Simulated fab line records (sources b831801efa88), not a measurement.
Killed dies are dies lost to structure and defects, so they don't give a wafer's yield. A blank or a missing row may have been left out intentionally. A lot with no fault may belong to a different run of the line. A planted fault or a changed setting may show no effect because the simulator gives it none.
fab line records    flow sky130
record lots=6  wafers=18  lastDay=50
route steps=708 shown SONOS_ONO@176 GATE_OXIDE@187 POLY_GATE@204 PAD_OPEN@708
lots untouched by any fault: they come from a run of this same line in which no faults occurred
startH: hours from the record's first day to the start of the lot's first wafer shown    waitH: hours since the lot's step before    " the same as in the row above    L1.1+2: a row that stands for several wafers    - value missing, or start not given    * or withheld: withheld    < > ~ a bound
route shown NAME@n: NAME is a module with steps in the file, n the number in the route of the first one    usual: mean/standard deviation taken from wafers without a fault    same: alike in all rows    chamber/n: place in a boat    sites: each site's reading    _std_site: standard deviation of those values    _edge_site: inner sites' mean taken away from outer sites' mean    radiusMm: for every site, how far away it sits from the centre of the wafer    mask NAME#n: copy n    behind: the tool/chamber that last shaped the wafer    hold: what put the lot on hold/how long, in hours/how the hold closed    device: transistor that didn't switch, given as n, p or np    end of line: tests run on the same wafers once the route is complete    where a step has no rows: the recipe by itself    killed: the dies lost at the first sort to structure and to defects; this is not the yield of the wafer    map: the dies of a wafer, with x for killed, . for not killed, _ for no die there
set.NAME: the run value of the setting; set.NAME@STEP: its run value at that earlier step    model.NAME: the simulator's own value behind a step, which no gauge read
lots at some steps of the route; a table a step, a row a wafer
services: the hour from which a tool's chamber was out of use, counted from the record's first day as startH (under 0 if before that day), plus the number of hours and why
## steps
# step SKY_SONOS_ONO_COAT_08
# recipe resist=NOVOLAK  spinRpm=3000  resistThkNm=1140
# step SKY_SONOS_ONO_SOFTBAKE_09
# recipe tempC=90  timeS=60  resist=NOVOLAK
# step SKY_SONOS_ONO_EXPOSE_10
# recipe maskId=ONOM  targetCdNm=410  na=0.6  sourceShape=conventional  sigmaOuter=0.6  doseMj=150
# step SKY_SONOS_ONO_PEB_11
# recipe tempC=withheld  timeS=*  resist=NOVOLAK
# step SKY_SONOS_ONO_DEVELOP_12
# recipe developTimeS=60  devTempC=23
# step SKY_SONOS_ONO_CD_MEAS_13
# recipe targetCdNm=410
# usual cdNm=409.6/2.6
lot.wafer  tool      chamber  startH  waitH  cdNm
L901.3     cdSem-01  -        285.43  0.1    405.2
L901.5     "         -        "       "      405.5
L901.6     "         -        "       "      407.5
L908.3     cdSem-01  -        345.89  0.1    412.4
L908.4     "         -        "       "      412.9
L908.5     "         -        "       "      412.2
L916.4     cdSem-02  -        411.40  0.1    407.3
L916.5     "         -        "       "      407.6
L916.6     "         -        "       "      407.2
L918.2     cdSem-02  -        428.96  0.1    411.1
L918.5     "         -        "       "      410.8
L918.6     "         -        "       "      407.8
L920.2     cdSem-02  -        449.31  0.1    409.6
L920.4     "         -        "       "      409.2
L920.5     "         -        "       "      410.5
L922.4     cdSem-02  -        464.71  0.1    409.7
L922.5     "         -        "       "      408.2
L922.6     "         -        "       "      410.6
# step SKY_SONOS_ONO_OVL_MEAS_14
# usual SONOS_ONO_OVL=0.5/1.2
lot.wafer  tool        chamber  startH  waitH  SONOS_ONO_OVL[nm]
L901.3     overlay-02  -        285.52  0.1    1.9
L901.5     "           -        "       "      0.8
L901.6     "           -        "       "      0.3
L908.3     overlay-01  -        345.98  0.1    0.9
L908.4     "           -        "       "      -2.4
L908.5     "           -        "       "      -0.8
L916.4     overlay-02  -        411.48  0.1    0.8
L916.5     "           -        "       "      -1.1
L916.6     "           -        "       "      2.1
L918.2     overlay-01  -        429.07  0.1    -1.0
L918.5     "           -        "       "      -0.8
L918.6     "           -        "       "      0.4
L920.2     overlay-02  -        449.42  0.1    0.2
L920.4     "           -        "       "      0.9
L920.5     "           -        "       "      0.4
L922.4     overlay-01  -        464.79  0.1    2.1
L922.5     "           -        "       "      1.0
L922.6     "           -        "       "      1.3
# step SKY_SONOS_ONO_ETCH_15
# recipe targetDepthNm=19.52  chemistry=CHF3/O2  sourceW=600  biasW=200  pressureMtorr=40  chf3FlowSccm=50  O2_flow_sccm=5  timeS=7.8
# usual drypumpMotorCurrentA=5.77/0.29  oesProductAu=0.997/0.0081  throttleValvePct=8.823/0.0083
lot.wafer  tool        chamber  startH  waitH  drypumpMotorCurrentA  oesProductAu  rfHoursCounterH  throttleValvePct
L901.3     rieDiel-01  1        285.55  0.0    5.77                  0.985         61               8.829
L901.5     "           0        "       "      5.92                  1.004         -                8.815
L901.6     "           3        "       "      5.40                  0.995         -                8.830
L908.3     rieDiel-02  2        346.01  0.0    6.05                  0.999         1                8.816
L908.4     "           3        "       "      5.59                  0.996         113              8.816
L908.5     "           0        "       "      6.14                  1.006         -                8.819
L916.4     rieDiel-02  2        411.50  0.0    6.04                  0.984         3                8.817
L916.5     "           0        "       "      6.13                  0.997         -                8.830
L916.6     "           1        "       "      5.33                  0.995         -                8.817
L918.2     rieDiel-03  1        429.10  0.0    5.66                  0.992         5                8.831
L918.5     "           1        "       "      5.63                  0.997         -                8.827
L918.6     "           2        "       "      5.67                  1.005         -                8.816
L920.2     rieDiel-01  3        449.45  0.0    5.41                  1.003         65               8.831
L920.4     "           1        "       "      5.82                  0.995         64               8.803
L920.5     "           3        "       "      5.40                  0.983         -                8.836
L922.4     rieDiel-02  1        464.81  0.0    5.34                  0.992         94               8.820
L922.5     "           2        "       "      6.07                  0.987         -                8.843
L922.6     "           1        "       "      5.33                  0.987         -                8.838
# step SKY_SONOS_ONO_WET_ETCH_16
# recipe chemistry=dHF  targetDepthNm=14  dry=n2Spin  target=SiO2  dilution=100:1  tempC=25  timeS=280
# step SKY_SONOS_ONO_STRIP_17
# recipe chemistry=O2/N2  powerW=1400  pressureMtorr=1500  platenTempC=withheld  o2FlowSccm=3000  n2FlowSccm=300  overashFraction=0.5
# usual drypumpMotorCurrentA=5.9/0.58  oesProductAu=0.710/0.0047  stripTimeToEndpointS=14.08/0.046
lot.wafer  tool            chamber  startH  waitH  drypumpMotorCurrentA  oesProductAu  rfHoursCounterH  stripTimeToEndpointS
L901.3     plasmaAsher-01  0        285.71  0.0    6.6                   0.713         -                14.13
L901.5     "               1        "       "      6.1                   0.713         -                14.11
L901.6     "               0        "       "      6.6                   0.717         -                14.08
L908.3     plasmaAsher-03  0        346.15  0.0    4.9                   0.711         -                14.11
L908.4     "               1        "       "      5.7                   0.712         -                14.03
L908.5     "               1        "       "      5.7                   0.713         -                14.08
L916.4     plasmaAsher-01  1        411.64  0.0    6.1                   0.709         -                14.01
L916.5     "               1        "       "      6.1                   0.699         -                14.06
L916.6     "               0        "       "      6.6                   0.713         -                14.02
L918.2     plasmaAsher-03  0        429.21  0.0    4.9                   0.711         72               14.12
L918.5     "               1        "       "      5.8                   0.714         -                14.11
L918.6     "               0        "       "      4.9                   0.711         -                14.07
L920.2     plasmaAsher-03  1        449.56  0.0    5.7                   0.710         74               14.08
L920.4     "               1        "       "      5.7                   0.715         -                14.13
L920.5     "               1        "       "      5.7                   0.719         -                14.13
L922.4     plasmaAsher-01  1        464.95  0.0    6.1                   0.708         -                14.08
L922.5     "               1        "       "      6.1                   0.717         -                14.08
L922.6     "               0        "       "      6.6                   0.712         -                14.06
# step SKY_SONOS_ONO_WET_ETCH_18
# recipe chemistry=H3PO4  targetDepthNm=15  target=Si3N4  tempC=160  timeS=172
# step SKY_GATE_OXIDE_CLEAN_00
# recipe chemistry=SC1/SC2  mix=1:4:20  tempC=70  timeS=150  dry=n2Spin
# step SKY_GATE_OXIDE_OXIDATION_01
# recipe tempC=900  ambient=O2  stabiliseS=600  purgeS=300  targetThkA=102.68  oxTimeS=1473
# usual spikeTcBottomC=919.3/1.7  spikeTcCentreC=899.8/1  spikeTcLowerC=900.6/1.1  spikeTcTopC=905.8/1.4  spikeTcUpperC=899.9/1.5  tube_center_temp_C_max=902.3/0.36
lot.wafer  tool        chamber  startH  waitH  spikeTcBottomC  spikeTcCentreC  spikeTcLowerC  spikeTcTopC  spikeTcUpperC  tube_center_temp_C_max  model.SiO2_of_GATE_OXIDE_OXIDATION_01.thkNm
L901.3     furnace-01  0        285.89  0.0    920.6           899.1           899.3          905.6        901.2          901.9                   10.07
L901.5     "           0        "       "      918.5           900.6           901.9          904.4        901.8          902.2                   10.02
L901.6     "           0        "       "      916.8           902.2           901.3          904.7        902.2          902.2                   10.13
L908.3     furnace-01  0        347.10  0.8    918.8           900.7           898.2          906.7        899.1          902.6                   9.918
L908.4     "           0        "       "      916.4           899.9           900.8          906.1        899.3          902.5                   10.17
L908.5     "           0        "       "      918.6           899.1           900.3          905.7        901.3          903.8                   10.01
L916.4     furnace-01  0        412.57  0.8    908.8           890.9           891.4          897.4        890.7          902.0                   9.227
L916.5     "           0        "       "      906.9           890.3           891.0          896.9        890.9          902.4                   9.25
L916.6     "           0        "       "      908.2           889.3           889.1          897.3        892.5          902.8                   9.159
L918.2     furnace-01  0        429.78  0.4    909.1           890.4           890.0          896.5        892.3          902.1                   9.371
L918.5     "           0        "       "      907.9           888.1           890.8          894.5        891.8          901.7                   9.43
L918.6     "           0        "       "      907.8           890.7           890.5          895.8        891.3          901.8                   9.048
L920.2     furnace-02  0        449.76  0.0    922.3           898.9           902.6          906.6        898.4          901.8                   10.44
L920.4     "           0        "       "      919.6           899.9           900.1          906.8        897.4          902.2                   10.51
L920.5     "           0        "       "      921.3           900.4           901.4          908.3        898.6          902.6                   10.45
L922.4     furnace-02  0        465.59  0.4    920.1           900.1           899.0          907.7        898.8          902.2                   10.2
L922.5     "           0        "       "      923.5           899.9           898.7          907.5        898.8          902.5                   10.23
L922.6     "           0        "       "      920.7           899.4           901.4          907.6        897.2          902.2                   10.06
# step SKY_GATE_OXIDE_THK_MEAS_02
# recipe reads=SiO2_of_GATE_OXIDE_OXIDATION_01
# usual GATE_OXIDE_OXIDATION_00_THK=10.28/0.18
lot.wafer  tool          chamber  startH  waitH  hold                     GATE_OXIDE_OXIDATION_00_THK[nm]
L901.3     filmMetro-02  -        287.32  0.0    -                        10.10
L901.5     "             -        "       "      -                        10.02
L901.6     "             -        "       "      -                        10.07
L908.3     filmMetro-03  -        348.53  0.0    -                        9.94
L908.4     "             -        "       "      -                        10.21
L908.5     "             -        "       "      -                        10.00
L916.4     filmMetro-01  -        414.01  0.0    awaitDispo/0.2h/release  9.22
L916.5     "             -        "       "      awaitDispo/0.2h/release  9.24
L916.6     "             -        "       "      awaitDispo/0.2h/release  9.17
L916.4     filmMetro-01  -        414.24  0.2    -                        9.26
L916.5     "             -        "       "      -                        9.26
L916.6     "             -        "       "      -                        9.15
L918.2     filmMetro-03  -        431.20  0.0    awaitDispo/0.2h/release  9.32
L918.5     "             -        "       "      awaitDispo/0.2h/release  9.41
L918.6     "             -        "       "      awaitDispo/0.2h/release  9.03
L918.2     filmMetro-03  -        431.43  0.2    -                        9.39
L918.5     "             -        "       "      -                        9.40
L918.6     "             -        "       "      -                        9.06
L920.2     filmMetro-03  -        451.18  0.0    -                        10.42
L920.4     "             -        "       "      -                        10.51
L920.5     "             -        "       "      -                        10.49
L922.4     filmMetro-02  -        467.03  0.0    -                        10.21
L922.5     "             -        "       "      -                        10.31
L922.6     "             -        "       "      -                        10.04
# step SKY_GATE_OXIDE_HMDS_04
# recipe primeTimeS=60  primeTempC=120
# step SKY_GATE_OXIDE_COAT_05
# recipe resist=NOVOLAK  spinRpm=3000  resistThkNm=1140
# step SKY_GATE_OXIDE_SOFTBAKE_06
# recipe tempC=90  timeS=60  resist=NOVOLAK
# step SKY_GATE_OXIDE_EXPOSE_07
# recipe maskId=LVOM  na=0.6  sourceShape=conventional  sigmaOuter=0.6  polarization=unpolarized  targetCdNm=600  doseMj=170
# step SKY_GATE_OXIDE_PEB_08
# recipe tempC=withheld  timeS=*  resist=NOVOLAK
# step SKY_GATE_OXIDE_DEVELOP_09
# recipe resist=NOVOLAK  developer=TMAH  developTimeS=60  devTempC=23
# step SKY_GATE_OXIDE_OVL_MEAS_10
# usual GATE_OXIDE_OVL=-0.2/1.3
lot.wafer  tool        chamber  startH  waitH  GATE_OXIDE_OVL[nm]
L901.3     overlay-01  -        313.06  0.1    -2.1
L901.5     "           -        "       "      0.0
L901.6     "           -        "       "      0.9
L908.3     overlay-02  -        377.16  0.1    0.7
L908.4     "           -        "       "      2.1
L908.5     "           -        "       "      0.4
L916.4     overlay-02  -        444.31  0.1    0.8
L916.5     "           -        "       "      -0.2
L916.6     "           -        "       "      0.9
L918.2     overlay-01  -        462.00  0.1    0.3
L918.5     "           -        "       "      0.2
L918.6     "           -        "       "      -0.3
L920.2     overlay-02  -        481.26  0.1    1.3
L920.4     "           -        "       "      0.5
L920.5     "           -        "       "      1.6
L922.4     overlay-01  -        497.86  0.1    0.8
L922.5     "           -        "       "      -0.5
L922.6     "           -        "       "      0.2
# step SKY_GATE_OXIDE_IMPLANT_11
# recipe species=B  energyKev=10  doseCm2=2.6e+12  tiltDeg=withheld
# step SKY_GATE_OXIDE_WET_ETCH_12
# recipe chemistry=dHF  targetDepthNm=16.8  dry=n2Spin  target=SiO2  dilution=100:1  tempC=25  timeS=336
# step SKY_GATE_OXIDE_STRIP_13
# recipe chemistry=O2/N2  powerW=1400  pressureMtorr=1500  platenTempC=withheld  o2FlowSccm=3000  n2FlowSccm=300  overashFraction=0.5
# usual drypumpMotorCurrentA=5.6/0.38  oesProductAu=0.716/0.0043  stripTimeToEndpointS=14.17/0.043
lot.wafer  tool            chamber  startH  waitH  drypumpMotorCurrentA  oesProductAu  rfHoursCounterH  stripTimeToEndpointS
L901.3     plasmaAsher-03  0        313.37  0.0    4.9                   0.715         -                14.15
L901.5     "               0        "       "      4.9                   0.719         -                14.12
L901.6     "               1        "       "      5.8                   0.726         -                14.14
L908.3     plasmaAsher-03  0        377.47  0.0    4.9                   0.715         -                14.19
L908.4     "               1        "       "      5.7                   0.717         -                14.19
L908.5     "               1        "       "      5.7                   0.725         -                14.24
L916.4     plasmaAsher-03  0        444.63  0.0    4.9                   0.714         -                14.07
L916.5     "               1        "       "      5.7                   0.718         -                14.10
L916.6     "               0        "       "      4.9                   0.718         -                14.11
L918.2     plasmaAsher-02  0        462.38  0.0    6.1                   0.722         2                14.25
L918.5     "               1        "       "      5.8                   0.719         -                14.23
L918.6     "               0        "       "      6.2                   0.717         -                14.19
L920.2     plasmaAsher-02  1        481.66  0.0    5.8                   0.710         4                14.16
L920.4     "               1        "       "      5.8                   0.720         -                14.15
L920.5     "               1        "       "      5.8                   0.715         -                14.12
L922.4     plasmaAsher-02  1        498.16  0.0    5.7                   0.716         -                14.18
L922.5     "               1        "       "      5.7                   0.717         -                14.16
L922.6     "               0        "       "      6.1                   0.713         -                14.15
# step SKY_GATE_OXIDE_TW_MEAS_14
# usual GATE_OXIDE_TW=225.3/1.1
lot.wafer  tool          chamber  startH  waitH  hold                     GATE_OXIDE_TW
L901.3     filmMetro-01  -        313.45  0.1    -                        224.2
L901.5     "             -        "       "      -                        226.4
L901.6     "             -        "       "      -                        226.7
L908.3     filmMetro-01  -        377.55  0.1    -                        225.2
L908.4     "             -        "       "      -                        225.8
L908.5     "             -        "       "      -                        225.1
L916.4     filmMetro-01  -        444.73  0.1    awaitDispo/0.2h/release  225.1
L916.5     "             -        "       "      awaitDispo/0.2h/release  226.1
L916.6     "             -        "       "      awaitDispo/0.2h/release  225.7
L916.4     filmMetro-01  -        444.96  0.2    -                        225.2
L916.5     "             -        "       "      -                        227.1
L916.6     "             -        "       "      -                        225.5
L918.2     filmMetro-01  -        462.49  0.1    awaitDispo/0.2h/release  226.3
L918.5     "             -        "       "      awaitDispo/0.2h/release  227.2
L918.6     "             -        "       "      awaitDispo/0.2h/release  225.9
L918.2     filmMetro-01  -        462.72  0.2    -                        227.3
L918.5     "             -        "       "      -                        226.2
L918.6     "             -        "       "      -                        226.3
L920.2     filmMetro-03  -        481.77  0.1    -                        226.4
L920.4     "             -        "       "      -                        226.1
L920.5     "             -        "       "      -                        225.6
L922.4     filmMetro-02  -        498.26  0.1    -                        226.2
L922.5     "             -        "       "      -                        226.5
L922.6     "             -        "       "      -                        225.8
# step SKY_GATE_OXIDE_OXIDATION_16
# recipe tempC=800  ambient=O2  idleTempC=700  rampUpCPerMin=10  rampDownCPerMin=3  stabiliseS=600  purgeS=300  targetThkA=35.7  oxTimeS=1915
# usual spikeTcBottomC=821.6/1.7  spikeTcCentreC=799.5/1.1  spikeTcLowerC=800.1/0.99  spikeTcTopC=808.6/1.3  spikeTcUpperC=798.7/1.5  tube_center_temp_C_max=802.1/0.37
lot.wafer  tool        chamber  startH  waitH  spikeTcBottomC  spikeTcCentreC  spikeTcLowerC  spikeTcTopC  spikeTcUpperC  tube_center_temp_C_max  model.SiO2_of_GATE_OXIDE_OXIDATION_01.thkNm
L901.3     furnace-01  0        313.54  0.0    819.2           800.1           799.7          806.0        800.4          802.3                   11.41
L901.5     "           0        "       "      819.9           799.8           800.9          808.5        801.0          802.6                   11.35
L901.6     "           0        "       "      820.5           799.0           799.9          806.1        799.5          802.3                   11.45
L908.3     furnace-02  0        377.64  0.0    822.6           800.6           799.6          807.3        798.2          802.2                   11.27
L908.4     "           0        "       "      823.8           800.3           799.9          809.4        798.3          802.2                   11.5
L908.5     "           0        "       "      822.6           798.9           801.2          809.4        799.2          802.0                   11.33
L916.4     furnace-02  0        447.52  0.2    823.4           799.1           802.5          810.4        797.0          801.8                   10.69
L916.5     "           0        "       "      822.1           799.6           799.3          810.3        797.0          802.0                   10.72
L916.6     "           0        "       "      823.5           800.1           800.1          808.7        798.6          802.0                   10.6
L918.2     furnace-01  0        464.22  0.0    819.3           799.9           800.4          805.9        798.3          801.8                   10.8
L918.5     "           0        "       "      818.3           800.2           801.4          807.3        799.6          802.1                   10.9
L918.6     "           0        "       "      818.4           799.8           800.9          807.3        801.3          802.5                   10.51
L920.2     furnace-02  0        481.87  0.0    823.6           796.0           799.2          808.9        798.9          801.7                   11.75
L920.4     "           0        "       "      822.3           798.9           799.9          808.5        797.8          801.6                   11.83
L920.5     "           0        "       "      822.1           799.8           799.6          810.5        797.6          802.3                   11.78
L922.4     furnace-02  0        498.34  0.0    822.0           799.3           801.8          808.2        798.7          802.3                   11.56
L922.5     "           0        "       "      823.5           799.9           799.8          808.5        797.3          801.9                   11.62
L922.6     "           0        "       "      823.1           801.6           801.4          808.8        797.6          802.1                   11.45
# step SKY_POLY_GATE_CVD_00
# recipe material=poly-Si  targetThkNm=180  tempC=620  timeS=720  pressureMtorr=200
# step SKY_PAD_OPEN_PROBE_99
# usual killed_at_M0_to_M3=43/6.5  killed_at_M4_up=3.2/1.8  killedAtContacts=24/5.2  killedAtFrontEnd=15/4  killedAtOther=0.4/0.69  killedDies=86/8.7  killedOpen=47/7  killedShort=39/5.7
# same grossDies=492  killedAtBackSide=0
lot.wafer  tool       chamber  startH   waitH  killed_at_M0_to_M3  killed_at_M4_up  killedAtContacts  killedAtFrontEnd  killedAtOther  killedDies  killedOpen  killedShort  model.etest.nfet_16v.rOnOhmUm  model.etest.pfetG5v0d10v5.rOnOhmUm  model.etest.tipSonos.rsOhmSq  model.etest.nfetG5v0d10v5.rOnOhmUm  model.etest.nfetG5v0d10v5.driveUaUm  model.etest.nfet_05v0_nvt.driveUaUm  model.etest.pfetG5v0d10v5.driveUaUm  model.etest.nfet_16v.driveUaUm
L901.3     prober-01  -        1077.96  0.2    46                  3                24                17                0              90          43          46           1.38e+04                       4769                                2600                          1875                                619                                  589.7                                339.4                                230.3
L901.5     prober-01  -        1078.06  0.2    37                  5                25                14                0              81          48          32           1.379e+04                      4745                                2560                          1860                                619.8                                588.7                                342                                  231.4
L901.6     prober-01  -        1078.11  0.2    44                  2                22                13                0              81          40          40           1.386e+04                      4777                                2580                          1878                                614.7                                589.2                                338.6                                230.5
L908.3     prober-02  -        1126.62  0.2    43                  2                23                20                1              89          56          32           1.384e+04                      4709                                2518                          1856                                622.4                                588.6                                346.9                                228.6
L908.4     prober-02  -        1126.67  0.2    46                  3                27                20                3              99          60          37           1.391e+04                      4760                                2587                          1864                                612.6                                582                                  345.8                                225.8
L908.5     prober-02  -        1126.72  0.2    53                  9                16                15                2              95          51          42           1.385e+04                      4687                                2559                          1856                                623.6                                587.2                                351.1                                228.3
L916.4     prober-02  -        1167.36  0.2    46                  5                23                13                0              87          49          38           1.394e+04                      4589                                2553                          1817                                655.6                                618.4                                361.2                                235.8
L916.5     prober-02  -        1167.41  0.2    38                  2                21                11                1              73          38          35           1.388e+04                      4590                                2564                          1819                                649.2                                612.1                                364.6                                232.7
L916.6     prober-02  -        1167.46  0.2    55                  1                15                12                0              83          48          35           1.378e+04                      4512                                2542                          1787                                658.1                                620.9                                367.4                                239.5
L918.2     prober-02  -        1174.62  0.1    43                  6                20                17                0              86          42          44           1.363e+04                      4555                                2456                          1826                                648                                  615.6                                364.7                                239.2
L918.5     prober-02  -        1174.77  0.2    53                  5                23                16                0              97          59          38           1.375e+04                      4546                                2478                          1822                                649.9                                612.8                                362.5                                235.4
L918.6     prober-02  -        1174.82  0.2    43                  2                22                14                0              81          46          35           1.358e+04                      4517                                2409                          1782                                668.3                                628.1                                368.9                                245.7
L920.2     prober-02  -        1184.56  0.1    42                  3                26                19                2              92          52          39           1.411e+04                      4726                                2790                          1877                                602.9                                578                                  344.9                                221.1
L920.4     prober-02  -        1184.66  0.2    53                  3                20                12                1              89          57          32           1.424e+04                      4741                                2840                          1882                                602.7                                571.8                                340.4                                220.2
L920.5     prober-02  -        1184.71  0.2    48                  4                30                19                0              101         50          51           1.418e+04                      4762                                2820                          1874                                602.1                                573.5                                339.7                                220.4
L922.4     prober-02  -        1196.72  0.2    45                  5                23                16                1              90          51          37           1.438e+04                      4654                                2673                          1871                                613.2                                579.2                                349.3                                221.6
L922.5     prober-02  -        1196.77  0.2    45                  5                28                15                2              95          59          35           1.449e+04                      4718                                2676                          1894                                602.2                                574.1                                346.5                                217.9
L922.6     prober-02  -        1196.82  0.2    49                  5                18                20                1              93          56          34           1.432e+04                      4706                                2618                          1881                                616.2                                582.9                                348.4                                223
# killed by level:class
L901.3 CONTACT:geometricParticle:open=10 VIA1:geometricParticle:open=8 VIA1:geometricParticle:short=7 METAL2:geometricParticle:short=6 VIA2:geometricParticle:short=6 VIA3:geometricParticle:open=6 FIELD_ISO:geometricParticle:open=5 POLY_GATE:geometricParticle:short=5
L901.5 VIA2:geometricParticle:open=9 LI_CONTACT:geometricParticle:open=8 CONTACT:geometricParticle:open=8 FIELD_ISO:geometricParticle:open=6 VIA1:geometricParticle:open=6 VIA3:geometricParticle:open=5 FIELD_ISO:geometricParticle:short=4 CONTACT:geometricParticle:short=4
L901.6 VIA1:geometricParticle:open=8 CONTACT:geometricParticle:open=7 METAL2:geometricParticle:short=7 VIA2:geometricParticle:short=7 LI_CONTACT:geometricParticle:open=6 CONTACT:geometricParticle:short=4 METAL1:geometricParticle:short=4 VIA2:geometricParticle:open=4
L908.3 CONTACT:geometricParticle:open=10 VIA1:geometricParticle:open=10 METAL1:geometricParticle:short=9 FIELD_ISO:geometricParticle:short=7 LI_CONTACT:geometricParticle:open=7 VIA3:geometricParticle:open=7 FIELD_ISO:geometricParticle:open=6 VIA2:geometricParticle:open=5
L908.4 LI_CONTACT:geometricParticle:open=12 CONTACT:geometricParticle:open=9 VIA3:geometricParticle:open=9 VIA1:geometricParticle:open=8 VIA2:geometricParticle:open=7 POLY_GATE:geometricParticle:open=6 METAL1:geometricParticle:short=6 METAL2:geometricParticle:short=6
L908.5 VIA1:geometricParticle:open=18 VIA1:geometricParticle:short=8 METAL4:geometricParticle:short=7 FIELD_ISO:geometricParticle:short=6 LI_CONTACT:geometricParticle:open=6 CONTACT:geometricParticle:open=6 VIA2:geometricParticle:open=6 METAL2:geometricParticle:short=5
L916.4 METAL2:geometricParticle:short=9 VIA2:geometricParticle:open=8 LI_CONTACT:geometricParticle:open=7 VIA1:geometricParticle:open=7 CONTACT:geometricParticle:open=7 VIA2:geometricParticle:short=6 CONTACT:geometricParticle:short=5 FIELD_ISO:geometricParticle:open=4
L916.5 VIA1:geometricParticle:open=9 VIA2:geometricParticle:open=6 LI_CONTACT:geometricParticle:open=5 CONTACT:geometricParticle:short=5 METAL1:geometricParticle:short=5 LI_CONTACT:geometricParticle:short=4 CONTACT:geometricParticle:open=4 METAL2:geometricParticle:short=4
L916.6 VIA1:geometricParticle:open=12 METAL1:geometricParticle:short=9 VIA3:geometricParticle:open=9 VIA2:geometricParticle:open=9 METAL2:geometricParticle:short=4 LI_CONTACT:geometricParticle:open=4 LOCAL_INTERCONNECT:geometricParticle:short=4 CONTACT:geometricParticle:open=4
L918.2 VIA2:geometricParticle:open=12 POLY_GATE:geometricParticle:open=7 METAL1:geometricParticle:short=7 CONTACT:geometricParticle:open=6 LI_CONTACT:geometricParticle:short=5 VIA1:geometricParticle:short=5 VIA3:geometricParticle:short=5 FIELD_ISO:geometricParticle:short=4
L918.5 VIA1:geometricParticle:open=12 VIA2:geometricParticle:open=12 CONTACT:geometricParticle:open=9 VIA3:geometricParticle:open=7 VIA1:geometricParticle:short=7 METAL2:geometricParticle:short=6 POLY_GATE:geometricParticle:open=5 POLY_GATE:geometricParticle:short=5
L918.6 VIA1:geometricParticle:open=11 CONTACT:geometricParticle:open=8 LI_CONTACT:geometricParticle:open=6 VIA3:geometricParticle:open=6 VIA2:geometricParticle:open=6 METAL1:geometricParticle:short=5 FIELD_ISO:geometricParticle:short=4 LI_CONTACT:geometricParticle:short=4
L920.2 LI_CONTACT:geometricParticle:open=10 VIA1:geometricParticle:open=8 VIA2:geometricParticle:open=8 FIELD_ISO:geometricParticle:open=6 CONTACT:geometricParticle:short=6 VIA1:geometricParticle:short=6 FIELD_ISO:geometricParticle:short=5 CONTACT:geometricParticle:open=5
L920.4 VIA2:geometricParticle:open=12 VIA3:geometricParticle:open=10 METAL1:geometricParticle:short=8 VIA1:geometricParticle:open=8 LI_CONTACT:geometricParticle:open=7 CONTACT:geometricParticle:open=7 POLY_GATE:geometricParticle:open=4 METAL1:geometricParticle:open=3
L920.5 CONTACT:geometricParticle:open=15 VIA3:geometricParticle:open=12 POLY_GATE:geometricParticle:open=6 METAL2:geometricParticle:short=6 METAL3:geometricParticle:short=6 VIA1:geometricParticle:short=5 POLY_GATE:geometricParticle:short=5 LI_CONTACT:geometricParticle:open=5
L922.4 CONTACT:geometricParticle:open=13 VIA1:geometricParticle:open=12 VIA1:geometricParticle:short=9 FIELD_ISO:geometricParticle:open=6 VIA3:geometricParticle:open=6 POLY_GATE:geometricParticle:short=4 CONTACT:geometricParticle:short=4 VIA2:geometricParticle:open=4
L922.5 VIA1:geometricParticle:open=15 VIA3:geometricParticle:open=11 CONTACT:geometricParticle:open=9 POLY_GATE:geometricParticle:open=6 LI_CONTACT:geometricParticle:open=6 CONTACT:geometricParticle:short=6 METAL2:geometricParticle:short=6 FIELD_ISO:geometricParticle:open=4
L922.6 VIA3:geometricParticle:open=13 VIA1:geometricParticle:open=11 VIA2:geometricParticle:open=7 LI_CONTACT:geometricParticle:open=6 CONTACT:geometricParticle:open=6 VIA1:geometricParticle:short=6 FIELD_ISO:geometricParticle:open=5 FIELD_ISO:geometricParticle:short=5
## services
tool            chamber  startH  hours  kind
rieDiel-02      2        273.85  -      clean
rieDiel-02      2        273.85  16.1   scheduledDown
rieDiel-02      2        273.85  16.1   ventCycle
rieDiel-03      3        290.46  4.5    repair
rieDiel-01      2        300.69  1.4    repair
plasmaAsher-02  -        313.45  2.8    repair
furnace-02      -        337.27  2.6    pm
plasmaAsher-02  -        340.03  12.6   pm
rieDiel-01      2        375.29  2.7    repair
rieDiel-02      3        385.90  -      clean
rieDiel-02      3        385.90  18.1   scheduledDown
rieDiel-02      3        385.90  18.1   ventCycle
rieDiel-03      2        407.75  17.7   repair
rieDiel-03      3        408.26  14.8   repair
plasmaAsher-03  -        411.54  0.8    repair
plasmaAsher-02  -        421.25  9.0    pm
plasmaAsher-02  0        421.25  9.0    ventCycle
plasmaAsher-02  1        421.25  9.0    ventCycle
plasmaAsher-02  0        430.25  -      clean
plasmaAsher-02  1        430.25  -      clean
plasmaAsher-02  -        439.19  14.6   pm
furnace-02      -        458.59  4.4    pm
rieDiel-02      1        486.18  -      clean
plasmaAsher-01  -        495.47  7.8    pm
## key
firstSign step=SKY_GATE_OXIDE_OXIDATION_01  reading=spikeTcCentreC  direction=down  sigmas=9.5  usual=899.8  struck=890.0
effect step=SKY_GATE_OXIDE_OXIDATION_01  reading=spikeTcLowerC  direction=down  sigmas=9  usual=900.6  struck=890.4
effect step=SKY_GATE_OXIDE_THK_MEAS_02  reading=visit  direction=added
effect step=SKY_GATE_OXIDE_THK_MEAS_02  reading=GATE_OXIDE_OXIDATION_00_THK  direction=down  sigmas=6  usual=10.28  struck=9.23
effect step=SKY_GATE_OXIDE_TW_MEAS_14  reading=visit  direction=added
modelEffect step=SKY_GATE_OXIDE_OXIDATION_01  value=SiO2_of_GATE_OXIDE_OXIDATION_01.thkNm  without=10.3  struck=9.248
modelEffect step=SKY_GATE_OXIDE_OXIDATION_16  value=SiO2_of_GATE_OXIDE_OXIDATION_01.thkNm  without=11.68  struck=10.7
modelEffect step=SKY_PAD_OPEN_PROBE_99  value=etest.nfet_16v.rOnOhmUm  without=1.432e+04  struck=1.376e+04
metAt SKY_GATE_OXIDE_OXIDATION_01
struckWafers L916.4,L916.5,L916.6,L918.2,L918.5,L918.6
testerLeftOut L916,L918
onsetBetween 347.10 412.57
fault kind=processParameterDrift  tool=furnace-01  chamber=-  onsetH=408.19  steps=SKY_GATE_OXIDE_OXIDATION_01  channel=tempC  offset=*  shape=step  endH=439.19  actsIn=*  stated=*
# testerLeftOut: of these lots the tester's yield and bins aren't shown, on N5 and GAA mostly nor the transistor test; their killed dies are dies lost to structure and defects alone, not to doping, threshold or leakage, so they don't give the yield
